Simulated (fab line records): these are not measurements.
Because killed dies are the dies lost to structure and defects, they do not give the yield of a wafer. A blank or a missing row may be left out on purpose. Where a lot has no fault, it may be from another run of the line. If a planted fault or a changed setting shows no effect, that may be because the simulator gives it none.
A sampling plan put to the test + flow sky130 + one line in one fab, 19 faults in these records, each fault weighed on the records of the lots it struck
The plan is the line's own looks: the steps of the route at which a gauge or an inspection reads the wafer and doesn't change it. A look is open to judgement when struck wafers have a number at it and the file gives its usual mean and standard deviation on fault-free wafers. Caught: the struck wafers' mean, at a look after the fault's first step, is 4 or more of those standard deviations (sigma) away from the usual mean. On the tool: the same test on the tool's own readings at the fault's steps. It also counts as caught if the struck wafers ran another recipe or if their record alone is blank.

## THE FAULTS, as the simulator had put them in
1. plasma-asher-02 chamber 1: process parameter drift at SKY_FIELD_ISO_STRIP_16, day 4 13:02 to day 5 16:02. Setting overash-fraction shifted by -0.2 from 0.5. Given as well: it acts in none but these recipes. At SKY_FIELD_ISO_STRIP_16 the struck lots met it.
2. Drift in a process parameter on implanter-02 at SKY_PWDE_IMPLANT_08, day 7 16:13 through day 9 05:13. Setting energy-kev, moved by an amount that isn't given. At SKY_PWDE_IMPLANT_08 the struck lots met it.
3. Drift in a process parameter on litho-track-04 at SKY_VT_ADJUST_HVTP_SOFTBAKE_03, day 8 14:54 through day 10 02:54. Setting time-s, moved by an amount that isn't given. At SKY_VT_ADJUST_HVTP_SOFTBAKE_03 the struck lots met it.
4. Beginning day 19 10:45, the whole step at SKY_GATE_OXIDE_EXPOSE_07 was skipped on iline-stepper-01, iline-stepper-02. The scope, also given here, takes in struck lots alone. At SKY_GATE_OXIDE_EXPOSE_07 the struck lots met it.
5. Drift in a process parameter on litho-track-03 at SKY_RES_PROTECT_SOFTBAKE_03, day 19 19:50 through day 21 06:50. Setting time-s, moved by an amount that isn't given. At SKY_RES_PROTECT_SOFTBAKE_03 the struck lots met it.
6. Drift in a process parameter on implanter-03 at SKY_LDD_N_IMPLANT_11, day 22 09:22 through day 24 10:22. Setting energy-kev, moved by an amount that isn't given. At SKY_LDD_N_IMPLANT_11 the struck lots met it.
7. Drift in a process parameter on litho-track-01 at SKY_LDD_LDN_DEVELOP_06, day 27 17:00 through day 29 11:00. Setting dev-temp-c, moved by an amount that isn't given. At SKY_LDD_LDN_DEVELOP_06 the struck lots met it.
8. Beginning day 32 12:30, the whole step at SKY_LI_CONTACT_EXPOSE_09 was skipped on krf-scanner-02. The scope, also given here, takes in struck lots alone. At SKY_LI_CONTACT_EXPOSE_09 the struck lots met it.
9. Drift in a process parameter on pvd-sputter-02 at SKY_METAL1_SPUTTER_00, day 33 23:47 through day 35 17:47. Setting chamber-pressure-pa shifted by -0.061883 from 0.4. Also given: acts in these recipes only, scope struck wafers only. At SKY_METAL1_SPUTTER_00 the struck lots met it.
10. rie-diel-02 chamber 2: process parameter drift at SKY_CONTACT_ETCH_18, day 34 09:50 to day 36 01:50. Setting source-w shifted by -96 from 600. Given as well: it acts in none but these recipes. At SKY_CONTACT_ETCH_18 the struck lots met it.
11. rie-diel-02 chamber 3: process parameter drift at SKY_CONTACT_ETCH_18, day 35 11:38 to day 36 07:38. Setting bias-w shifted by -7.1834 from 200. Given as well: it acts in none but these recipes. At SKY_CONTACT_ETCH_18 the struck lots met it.
12. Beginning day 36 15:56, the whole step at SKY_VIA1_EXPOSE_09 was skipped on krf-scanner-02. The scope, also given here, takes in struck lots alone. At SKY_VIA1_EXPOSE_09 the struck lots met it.
13. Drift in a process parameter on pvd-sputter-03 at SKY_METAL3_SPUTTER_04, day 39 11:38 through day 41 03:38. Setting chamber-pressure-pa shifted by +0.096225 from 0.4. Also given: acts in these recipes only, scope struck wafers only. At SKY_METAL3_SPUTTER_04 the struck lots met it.
14. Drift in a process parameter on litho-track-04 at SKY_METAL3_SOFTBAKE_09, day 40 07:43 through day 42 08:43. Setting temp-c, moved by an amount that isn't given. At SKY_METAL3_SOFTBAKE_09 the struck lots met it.
15. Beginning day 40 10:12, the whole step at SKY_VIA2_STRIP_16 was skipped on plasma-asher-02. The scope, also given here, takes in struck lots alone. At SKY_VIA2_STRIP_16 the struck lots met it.
16. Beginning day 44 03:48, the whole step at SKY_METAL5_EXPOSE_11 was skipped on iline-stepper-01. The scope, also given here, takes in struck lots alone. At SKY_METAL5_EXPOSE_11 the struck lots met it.
17. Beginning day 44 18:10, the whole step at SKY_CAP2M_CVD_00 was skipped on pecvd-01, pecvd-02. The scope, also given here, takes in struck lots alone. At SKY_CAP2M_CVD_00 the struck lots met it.
18. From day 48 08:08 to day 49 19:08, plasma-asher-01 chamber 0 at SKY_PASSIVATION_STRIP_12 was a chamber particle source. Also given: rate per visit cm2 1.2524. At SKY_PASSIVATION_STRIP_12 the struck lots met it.
19. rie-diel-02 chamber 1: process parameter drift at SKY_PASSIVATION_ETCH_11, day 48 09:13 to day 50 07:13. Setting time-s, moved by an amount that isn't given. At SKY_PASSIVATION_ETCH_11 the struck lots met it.

## WHAT THE PLAN SAW
| fault | on the tool itself                               | first look that catches it                      | reading, sigma                                            | median hours from its first step to that look | hours from the fault's start to the first struck lot there | judged looks passed uncaught |
|-------|--------------------------------------------------|-------------------------------------------------|-----------------------------------------------------------|-----------------------------------------------|------------------------------------------------------------|------------------------------|
| 1     | under 2 sigma                                    | none of the 3 looks that can be judged after it | -                                                         | -                                             | -                                                          | 3                            |
| 2     | beam-energy-keV +52 sigma                        | no look after it can be judged                  | -                                                         | -                                             | -                                                          | 0                            |
| 3     | run-length-s +33 sigma                           | no look after it can be judged                  | -                                                         | -                                             | -                                                          | 0                            |
| 4     | no reading that can be judged                    | no look after it can be judged                  | -                                                         | -                                             | -                                                          | 0                            |
| 5     | heater-power-total-W +58 sigma                   | no look after it can be judged                  | -                                                         | -                                             | -                                                          | 0                            |
| 6     | beam-energy-keV +99 or beyond sigma              | not the one look that can be judged after it    | -                                                         | -                                             | -                                                          | 1                            |
| 7     | developer-temp-C -8.6 sigma                      | none of the 2 looks that can be judged after it | -                                                         | -                                             | -                                                          | 2                            |
| 8     | no reading that can be judged                    | no look after it can be judged                  | -                                                         | -                                             | -                                                          | 0                            |
| 9     | chamber-pressure-pa -76 sigma                    | no look after it can be judged                  | -                                                         | -                                             | -                                                          | 0                            |
| 10    | rf-fwd-power-W -41 sigma                         | no look after it can be judged                  | -                                                         | -                                             | -                                                          | 0                            |
| 11    | bias-w -13 sigma                                 | no look after it can be judged                  | -                                                         | -                                             | -                                                          | 0                            |
| 12    | no reading that can be judged                    | no look after it can be judged                  | -                                                         | -                                             | -                                                          | 0                            |
| 13    | chamber-pressure-pa +99 or beyond sigma          | no look after it can be judged                  | -                                                         | -                                             | -                                                          | 0                            |
| 14    | heater-power-total-W -5.1 sigma                  | none of the 2 looks that can be judged after it | -                                                         | -                                             | -                                                          | 2                            |
| 15    | the tool's record is blank for the struck wafers | no look after it can be judged                  | -                                                         | -                                             | -                                                          | 0                            |
| 16    | no reading that can be judged                    | no look after it can be judged                  | -                                                         | -                                             | -                                                          | 0                            |
| 17    | the tool's record is blank for the struck wafers | not the one look that can be judged after it    | -                                                         | -                                             | -                                                          | 1                            |
| 18    | under 2 sigma                                    | no look after it can be judged                  | -                                                         | -                                             | -                                                          | 0                            |
| 19    | run-length-s -12 sigma                           | not the one look that can be judged after it    | strongest: PAD_OPEN_BOW at SKY_PAD_OPEN_BOW_MEAS_13, +2.1 | -                                             | -                                                          | 1                            |
A dash: this means the fault isn't caught or the number doesn't appear in these records.

Caught at a look: 0 of 19. Caught on the tool: 13 of 19. By one or the other: 13 of 19.
Faults 2, 3, 5, 6, 7, 9, 10, 11, 13, 14, 15, 17, 19 were caught on the tool alone.
Caught by neither: faults 1, 4, 8, 12, 16, 18.
